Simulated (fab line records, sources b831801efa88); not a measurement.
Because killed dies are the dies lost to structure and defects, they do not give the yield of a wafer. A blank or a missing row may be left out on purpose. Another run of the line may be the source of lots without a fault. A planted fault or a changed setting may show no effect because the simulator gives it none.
Which tool did it?	flow gf180mcu	6 lots with 18 wafers sampled at 2 steps, on a route of 602 steps

WHAT EACH GAUGE READ, for each wafer
GF_HV_LDD_TW_MEAS_11.
lot	measured	on	HV_LDD_TW
L426	day 10 08:34	filmMetro-02	2395 2405 2386
L429	day 11 12:47	filmMetro-03	2397 2395 2403
L436	day 13 13:50	filmMetro-03	1172 1159 1177 1171 1158 1170
L442	day 15 07:26	filmMetro-03	2388 2383 2401
L445	day 16 04:53	filmMetro-02	2403 2394 2411
L447	day 16 16:49	filmMetro-03	2422 2422 2418

TOOL THAT RAN EACH LOT (tool first, then ch and the chambers of the sampled wafers, then the start)
lot	GF_HV_LDD_IMPLANT_09
L426	implanter-02 ch 0, day 10 08:20
L429	implanter-03 ch 0, day 11 12:34
L436	implanter-02 ch 0, day 13 13:35
L442	implanter-04 ch 0, day 15 07:13
L445	implanter-02 ch 0, day 16 04:40
L447	implanter-04 ch 0, day 16 16:35
- GF_HV_LDD_IMPLANT_09

THE ANSWER, worked out from the rows above alone
Rule: the lots themselves supply what counts as usual. The widest of any qualifying gaps counts: lots, ordered by their means at a reading, are off when they make up no more than a third of the lots, leave a main group of 4 or more, and stand apart from it by 3 or more times the standard deviation of that group's means. The tables above print the reading to a certain number of digits; a main group whose means all agree to those digits is not used. Also off: a lot with no number at a reading for which 4 or more lots have one. The other lots that the step has rows for count as sound.
Off: L436, seen at GF_HV_LDD_TW_MEAS_11 (HV_LDD_TW). For the main group the mean is 2402 and the standard deviation 10.
If a tool, at a process step before that reading, ran all the lots that are off and no sound lot after the first of them, it fits. Gauges at GF_HV_LDD_TW_MEAS_11: tried the same way as those tools. None of those tried fits.

WHAT THE SIMULATOR HAD PUT IN
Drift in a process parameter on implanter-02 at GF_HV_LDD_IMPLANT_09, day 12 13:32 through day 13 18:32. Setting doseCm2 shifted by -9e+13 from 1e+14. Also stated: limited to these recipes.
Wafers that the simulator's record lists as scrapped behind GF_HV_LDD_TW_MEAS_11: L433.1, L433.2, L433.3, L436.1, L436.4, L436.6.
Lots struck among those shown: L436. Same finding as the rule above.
